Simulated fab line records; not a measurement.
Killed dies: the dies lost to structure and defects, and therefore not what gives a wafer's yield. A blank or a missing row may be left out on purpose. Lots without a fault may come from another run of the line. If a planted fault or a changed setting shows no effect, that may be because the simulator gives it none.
The tool behind it: which one? | flow sfqLine | Sampling: 14 lots, 42 wafers, 6 of 325 route steps

WHAT THE GAUGES SHOWED, per wafer
SFQ_I3_BOW_MEAS_922.
lot  | measured     | on           | I3_BOW (um)
L854 | day 44 23:28 | filmMetro-01 | -14 -13 -9
L856 | day 45 02:26 | filmMetro-02 | 9 2 4
L858 | day 45 05:26 | filmMetro-02 | 14 16 8
L859 | day 45 07:11 | filmMetro-01 | 9 26 14
L860 | day 45 08:27 | filmMetro-04 | 9 4 7
L865 | day 45 19:08 | filmMetro-01 | 6 3 22
L866 | day 45 22:04 | filmMetro-02 | -2 -10 -10
L867 | day 45 22:08 | filmMetro-04 | 22 13 9
L869 | day 46 01:08 | filmMetro-02 | -5 -7 -10
L870 | day 46 04:05 | filmMetro-04 | 6 1 -12
L873 | day 46 07:09 | filmMetro-04 | -1 -2 4
L874 | day 47 05:05 | filmMetro-02 | 2 10 4
L875 | day 47 08:07 | filmMetro-04 | -13 -14 -16
L876 | day 47 10:08 | filmMetro-02 | 2 11 -2

SFQ_R5_RS_MEAS_933: uses a four-point probe to measure.
lot  | measured     | on           | R5_MONX_RS (ohm/sq)
L854 | day 61 06:17 | filmMetro-03 | 7.05 7.08 6.98
L856 | day 61 12:14 | filmMetro-02 | 7.08 7.09 7.10
L858 | day 61 19:28 | filmMetro-03 | 7.17 7.13 7.09
L859 | day 61 22:32 | filmMetro-03 | 7.13 7.06 7.03
L860 | day 62 03:00 | filmMetro-04 | 7.07 7.04 6.96
L865 | day 68 11:59 | filmMetro-02 | 7.00 7.09 7.02
L866 | day 68 15:46 | filmMetro-02 | 7.04 3.98 4.01
L867 | day 68 17:59 | filmMetro-02 | 7.13 7.17 7.16
L869 | day 69 01:19 | filmMetro-02 | 7.01 7.08 7.15
L870 | day 69 03:44 | filmMetro-03 | 4.02 3.98 3.98
L873 | day 73 14:33 | filmMetro-02 | 6.99 6.93 6.99
L874 | day 74 03:34 | filmMetro-03 | 7.07 6.98 7.11
L875 | day 74 07:14 | filmMetro-04 | 7.09 7.05 7.04
L876 | day 74 10:12 | filmMetro-04 | 7.09 7.10 7.17

SFQ_R5_THK_MEAS_934: measures by xrf.
lot  | measured     | on           | R5_MONX_THK (nm)
L854 | day 61 06:23 | filmMetro-03 | 39.9 39.8 39.9
L856 | day 61 12:22 | filmMetro-02 | 39.4 39.0 39.2
L858 | day 61 19:35 | filmMetro-03 | 38.9 39.3 39.6
L859 | day 61 22:37 | filmMetro-03 | 39.2 39.7 39.8
L860 | day 62 03:07 | filmMetro-04 | 39.5 39.5 39.8
L865 | day 68 12:07 | filmMetro-02 | 39.7 39.2 39.4
L866 | day 68 15:53 | filmMetro-02 | 39.5 71.2 70.7
L867 | day 68 18:07 | filmMetro-02 | 38.8 38.9 38.7
L869 | day 69 01:26 | filmMetro-02 | 39.9 39.6 39.0
L870 | day 69 03:50 | filmMetro-03 | 71.9 72.4 72.4
L873 | day 73 14:40 | filmMetro-02 | 39.7 40.0 39.8
L874 | day 74 03:41 | filmMetro-03 | 39.9 40.3 39.8
L875 | day 74 07:20 | filmMetro-04 | 39.1 39.4 39.3
L876 | day 74 10:19 | filmMetro-04 | 39.5 39.0 38.7

WHAT TOOL EACH LOT RAN ON (gives the tool, then ch and the chambers of the sampled wafers, and finally the start)
lot  | SFQ_TRILAYER_I3_VIA_BARC_OPEN_VIA_ETCH_121 | SFQ_TRILAYER_I3_VIA_STRIP_STRIP_089 | SFQ_TRILAYER_R5_DEP_SPUTTER_133
L854 | rieDiel-03 ch 0,1,3, day 49 17:41          | rieMetal-01 ch 0,1, day 49 18:02    | pvdSputter-05, day 61 06:10
L856 | rieDiel-04 ch 1,2,3, day 49 21:17          | rieMetal-04 ch 0, day 49 21:26      | pvdSputter-05, day 61 12:10
L858 | rieDiel-02 ch 0,1,3, day 50 03:25          | rieMetal-04 ch 0,1, day 50 03:34    | pvdSputter-04, day 61 19:24
L859 | rieDiel-03 ch 0,1, day 50 04:37            | rieMetal-02 ch 0,1, day 50 04:58    | pvdSputter-05, day 61 22:24
L860 | rieDiel-04 ch 0,1,2, day 50 07:01          | rieMetal-01 ch 0,1, day 50 07:10    | pvdSputter-03, day 62 02:54
L865 | rieDiel-03 ch 0,1,2, day 50 21:32          | rieMetal-01 ch 0, day 50 21:41      | pvdSputter-04, day 68 11:55
L866 | rieDiel-04 ch 0,3, day 50 22:44            | rieMetal-02 ch 0,1, day 50 22:53    | pvdSputter-05, day 68 15:41
L867 | rieDiel-02 ch 2,3, day 50 23:56            | rieMetal-04 ch 0,1, day 51 00:05    | pvdSputter-03, day 68 17:55
L869 | rieDiel-04 ch 0,2, day 51 04:44            | rieMetal-04 ch 0,1, day 51 04:53    | pvdSputter-04, day 69 01:14
L870 | rieDiel-02 ch 0,1,2, day 51 05:56          | rieMetal-02 ch 0,1, day 51 06:05    | pvdSputter-05, day 69 03:38
L873 | rieDiel-02 ch 0,1,2, day 51 09:32          | rieMetal-02 ch 0,1, day 51 09:41    | pvdSputter-03, day 73 14:27
L874 | rieDiel-04 ch 0,1,2, day 52 04:52          | rieMetal-01 ch 0,1, day 52 05:01    | pvdSputter-03, day 74 03:29
L875 | rieDiel-02 ch 0,1,3, day 52 09:40          | rieMetal-04 ch 0,1, day 52 10:01    | pvdSputter-04, day 74 07:07
L876 | rieDiel-03 ch 0,2,3, day 52 12:04          | rieMetal-04 ch 0,1, day 52 12:13    | pvdSputter-05, day 74 10:07
- SFQ_TRILAYER_I3_VIA_BARC_OPEN_VIA_ETCH_121: etches BARC in O2, target depth 125 nm, time 41.7 s.
- SFQ_TRILAYER_I3_VIA_STRIP_STRIP_089: strips in O2.
- SFQ_TRILAYER_R5_DEP_SPUTTER_133: material MoNx, target thk 40 nm, time 66.7 s.

WHAT THE TOOLS THEMSELVES READ (means of the sampled wafers that have a number; where no wafer has one, the mark that the record gives instead)
SFQ_TRILAYER_I3_VIA_BARC_OPEN_VIA_ETCH_121.
lot  | tool       | drypumpMotorCurrentA (A) | oesProductAu (a.u.)
L854 | rieDiel-03 | 5.8                      | 0.677
L856 | rieDiel-04 | 5.1                      | 0.688
L858 | rieDiel-02 | 5.8                      | 0.679
L859 | rieDiel-03 | 5.7                      | 0.684
L860 | rieDiel-04 | 5.6                      | 0.692
L865 | rieDiel-03 | 5.6                      | 0.686
L866 | rieDiel-04 | 6.0                      | 0.687
L867 | rieDiel-02 | 5.7                      | 0.687
L869 | rieDiel-04 | 6.0                      | 0.687
L870 | rieDiel-02 | 5.6                      | 0.683
L873 | rieDiel-02 | 5.6                      | 0.683
L874 | rieDiel-04 | 5.6                      | 0.683
L875 | rieDiel-02 | 5.8                      | 0.679
L876 | rieDiel-03 | 5.7                      | 0.689

SFQ_TRILAYER_I3_VIA_STRIP_STRIP_089.
lot  | tool        | drypumpMotorCurrentA (A) | oesProductAu (a.u.)
L854 | rieMetal-01 | 5.5                      | 1.009
L856 | rieMetal-04 | 6.2                      | 1.017
L858 | rieMetal-04 | 6.1                      | 1.005
L859 | rieMetal-02 | 5.7                      | 1.011
L860 | rieMetal-01 | 5.6                      | 0.998
L865 | rieMetal-01 | 5.8                      | 0.992
L866 | rieMetal-02 | 5.7                      | 0.998
L867 | rieMetal-04 | 6.1                      | 1.008
L869 | rieMetal-04 | 6.2                      | 1.005
L870 | rieMetal-02 | 5.7                      | 1.003
L873 | rieMetal-02 | 5.9                      | 0.999
L874 | rieMetal-01 | 5.6                      | 1.001
L875 | rieMetal-04 | 6.2                      | 1.011
L876 | rieMetal-04 | 6.1                      | 1.002

SFQ_TRILAYER_R5_DEP_SPUTTER_133.
lot  | tool          | throttleValvePct (%)
L854 | pvdSputter-05 | 29.9
L856 | pvdSputter-05 | 30.8
L858 | pvdSputter-04 | 31.0
L859 | pvdSputter-05 | 29.5
L860 | pvdSputter-03 | 29.5
L865 | pvdSputter-04 | 31.2
L866 | pvdSputter-05 | 29.4
L867 | pvdSputter-03 | 30.2
L869 | pvdSputter-04 | 31.2
L870 | pvdSputter-05 | 28.9
L873 | pvdSputter-03 | 29.9
L874 | pvdSputter-03 | 29.4
L875 | pvdSputter-04 | 31.3
L876 | pvdSputter-05 | 30.4

THE ANSWER, worked out from the rows above alone
Rule: the usual values come from the lots themselves. Put in order of their means at a reading, lots are off if they are a third of the lots or fewer, leave a main group of 4 or more, and stand apart from it by a gap of 3 or more times the standard deviation of the main group's means; of several such gaps the widest counts. The tables above print the reading to a certain number of digits; a main group whose means all agree to those digits is not used. A lot without any number at a reading at which 4 lots or more have one is off too. The other lots that the step has rows for count as sound. The gauges are gone through in route order, then the tools' own readings, and for those a lot's mean is taken as printed above. The first step at which some lot is off is used, and at that step the reading that is off furthest; a lot without a number counts as furthest.
Off: L866, L870, at SFQ_R5_RS_MEAS_933 (R5_MONX_RS). Main group: mean 7.07 ohm/sq, sd 0.049.
A tool fits if, at a process step before that reading, it ran every lot that is off, and no sound lot after the first of them. Gauges at SFQ_R5_RS_MEAS_933: tried the same way as those tools. No candidate that was tried fits.

WHAT HAD BEEN PUT IN BY THE SIMULATOR
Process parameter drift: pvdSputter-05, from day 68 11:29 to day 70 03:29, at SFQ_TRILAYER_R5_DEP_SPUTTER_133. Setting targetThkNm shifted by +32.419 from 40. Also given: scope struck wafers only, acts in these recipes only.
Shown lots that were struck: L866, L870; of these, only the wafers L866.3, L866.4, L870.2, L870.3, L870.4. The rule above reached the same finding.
